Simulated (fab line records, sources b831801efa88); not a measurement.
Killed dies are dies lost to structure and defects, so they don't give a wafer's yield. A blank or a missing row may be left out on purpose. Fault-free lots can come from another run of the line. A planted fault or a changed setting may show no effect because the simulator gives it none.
The tool behind it: which one? -- flow sky130 -- 13 lots with 39 wafers sampled at 5 steps, on a route of 708 steps

WHAT EACH GAUGE READ, for each wafer
SKY_VT_ADJUST_LVTN_TW_MEAS_21.
lot,measured,on,VT_ADJUST_LVTN_2_TW
L123,day 7 23:06,film metro-01,187.6 189.5 187.6
L124,day 8 03:43,film metro-02,189.4 189.6 189.9
L125,day 8 09:19,film metro-03,192.1 191.8 190.9
L126,day 8 19:35,film metro-03,191.9 192.2 191.4
L128,day 9 08:10,film metro-01,187.9 186.5 187.9
L129,day 9 17:07,film metro-01,188.5 186.3 187.1
L130,day 9 21:04,film metro-02,191.2 191.1 190.8
L131,day 10 07:20,film metro-01,186.4 187.7 186.5
L136,day 11 14:11,film metro-01,177.0 176.0 176.2
L137,day 11 22:23,film metro-03,180.8 179.5 179.3
L140,day 13 02:25,film metro-03,190.6 191.4 191.0
L141,day 13 04:57,film metro-03,191.3 191.1 191.7
L145,day 14 07:30,film metro-01,187.6 187.4 187.6

SKY_SD_P_OVL_MEAS_08.
lot,measured,on,SD_P_OVL (nm)
L123,day 25 15:24,overlay-02,-0.4 0.7 -0.6
L124,day 26 05:17,overlay-01,0.2 -0.3 -0.2
L125,day 26 13:05,overlay-01,-0.3 0.6 -0.2
L126,day 26 22:32,overlay-02,-1.5 1.3 1.3
L128,day 28 04:35,overlay-02,-0.7 1.4 0.0
L129,day 28 06:38,overlay-01,0.8 0.3 0.3
L130,day 28 08:56,overlay-01,3.4 2.1 2.0
L131,day 28 10:11,overlay-02,1.2 0.8 -1.1
L136,day 30 01:35,overlay-02,2.1 -0.7 -1.6
L137,day 30 09:23,overlay-01,1.2 1.5 0.9
L140,day 32 03:04,overlay-02,0.0 -1.5 -1.1
L141,day 32 04:54,overlay-02,1.9 -0.4 0.1
L145,day 33 01:20,overlay-02,0.0 -2.7 -1.1

SKY_LI_CONTACT_OVL_MEAS_13.
lot,measured,on,LI_CONTACT_OVL (nm)
L123,day 29 07:45,overlay-01,2 -2 -2
L124,day 29 19:50,overlay-02,0 -6 -1
L125,day 30 03:47,overlay-01,-1 5 -1
L126,day 30 12:38,overlay-02,10 6 8
L128,day 31 16:53,overlay-02,3 -3 -3
L129,day 31 18:27,overlay-01,1 3 1
L130,day 31 22:22,overlay-02,9 8 10
L131,day 31 22:43,overlay-01,0 -2 6
L136,day 33 11:44,overlay-01,-6 -8 -6
L137,day 33 19:40,overlay-01,-3 -1 5
L140,day 35 11:29,overlay-02,-2 5 4
L141,day 35 12:47,overlay-01,1 -6 1
L145,day 36 08:59,overlay-02,1 11 5

SKY_LOCAL_INTERCONNECT_CD_MEAS_11: the cd target is 170 nm.
lot,measured,on,cd nm (nm)
L123,day 30 12:44,cd sem-02,168.9 167.6 169.1
L124,day 31 00:24,cd sem-01,167.3 166.8 168.8
L125,day 31 08:11,cd sem-02,169.6 170.8 169.7
L126,day 31 17:10,cd sem-02,171.7 171.9 171.0
L128,day 32 21:05,cd sem-01,173.8 172.0 172.6
L129,day 32 21:55,cd sem-01,170.4 170.0 169.2
L130,day 33 02:27,cd sem-02,170.2 169.5 170.7
L131,day 33 03:25,cd sem-02,172.5 171.4 172.6
L136,day 34 15:04,cd sem-02,171.1 170.1 169.7
L137,day 34 22:45,cd sem-02,168.1 168.5 169.9
L140,day 36 14:25,cd sem-01,169.9 171.6 170.4
L141,day 36 16:25,cd sem-02,168.2 170.0 167.9
L145,day 37 12:02,cd sem-02,172.5 173.7 173.9

WHAT TOOL EACH LOT RAN ON (gives the tool, then ch and the chambers of the sampled wafers, and finally the start)
lot,SKY_VT_ADJUST_LVTN_IMPLANT_19
L123,"implanter-03 ch 0, day 7 22:52"
L124,"implanter-04 ch 0, day 8 03:29"
L125,"implanter-01 ch 0, day 8 09:05"
L126,"implanter-03 ch 0, day 8 19:20"
L128,"implanter-01 ch 0, day 9 07:56"
L129,"implanter-04 ch 0, day 9 16:53"
L130,"implanter-03 ch 0, day 9 20:49"
L131,"implanter-01 ch 0, day 10 07:05"
L136,"implanter-03 ch 0, day 11 13:56"
L137,"implanter-03 ch 0, day 11 22:08"
L140,"implanter-04 ch 0, day 13 02:13"
L141,"implanter-01 ch 0, day 13 04:43"
L145,"implanter-01 ch 0, day 14 07:16"
- SKY_VT_ADJUST_LVTN_IMPLANT_19

WHAT THE TOOLS THEMSELVES READ (means of the sampled wafers that have a number; where no wafer has one, the mark that the record gives instead)
SKY_VT_ADJUST_LVTN_IMPLANT_19.
lot,tool,dose ions cm2,faraday current uA
L123,implanter-03,6.502e+11,3.73
L124,implanter-04,6.504e+11,3.74
L125,implanter-01,6.500e+11,3.67
L126,implanter-03,6.495e+11,3.59
L128,implanter-01,6.495e+11,3.72
L129,implanter-04,6.504e+11,3.72
L130,implanter-03,6.499e+11,3.59
L131,implanter-01,6.491e+11,3.67
L136,implanter-03,5.180e+11,2.90
L137,implanter-03,5.178e+11,2.91
L140,implanter-04,6.493e+11,3.68
L141,implanter-01,6.509e+11,3.73
L145,implanter-01,6.497e+11,3.72

THE ANSWER, worked out from the rows above alone
Rule: what is usual is taken from the lots themselves. The widest of any qualifying gaps counts: lots, ordered by their means at a reading, are off when they make up no more than a third of the lots, leave a main group of 4 or more, and stand apart from it by 3 or more times the standard deviation of that group's means. A main group is skipped when, at the precision printed for the reading in the tables above, its means are all equal. Also off: a lot with no number at a reading for which 4 or more lots have one. Where the step has rows for the other lots, those lots are counted as sound. The gauges are gone through in route order, then the tools' own readings, and for those a lot's mean is taken as printed above. At the first step where some lot is off, the reading lying furthest off is the one used; lots without a number count as furthest.
Off: at SKY_VT_ADJUST_LVTN_TW_MEAS_21 (VT_ADJUST_LVTN_2_TW), L136, L137. Main group: mean 189.4, sd 1.9.
If a tool, at a process step before that reading, ran all the lots that are off and no sound lot after the first of them, it fits. Not tried: the gauges at SKY_VT_ADJUST_LVTN_TW_MEAS_21; whatever is off there is also off at SKY_VT_ADJUST_LVTN_IMPLANT_19, on other tools, and gauge error can't account for it. One fits: implanter-03 at SKY_VT_ADJUST_LVTN_IMPLANT_19. A fault onset in the window from L130 (day 9 20:49, its last sound lot) to L136 (day 11 13:56, its first lot off) fits.
The tool's own readings at SKY_VT_ADJUST_LVTN_IMPLANT_19 bear it out: on the lots that are off they differ by more than 5 times the standard deviation of the sound lots' means. dose ions cm2 reads 5.179e+11 there against 6.499e+11 on the sound lots; faraday current uA reads 2.91 there against 3.69 on the sound lots.

WHAT THE SIMULATOR PUT IN
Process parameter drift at SKY_VT_ADJUST_LVTN_IMPLANT_19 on implanter-03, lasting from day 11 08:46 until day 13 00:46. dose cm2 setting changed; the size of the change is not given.
Shown lots that were struck: L136, L137. The rule above reached the same finding.
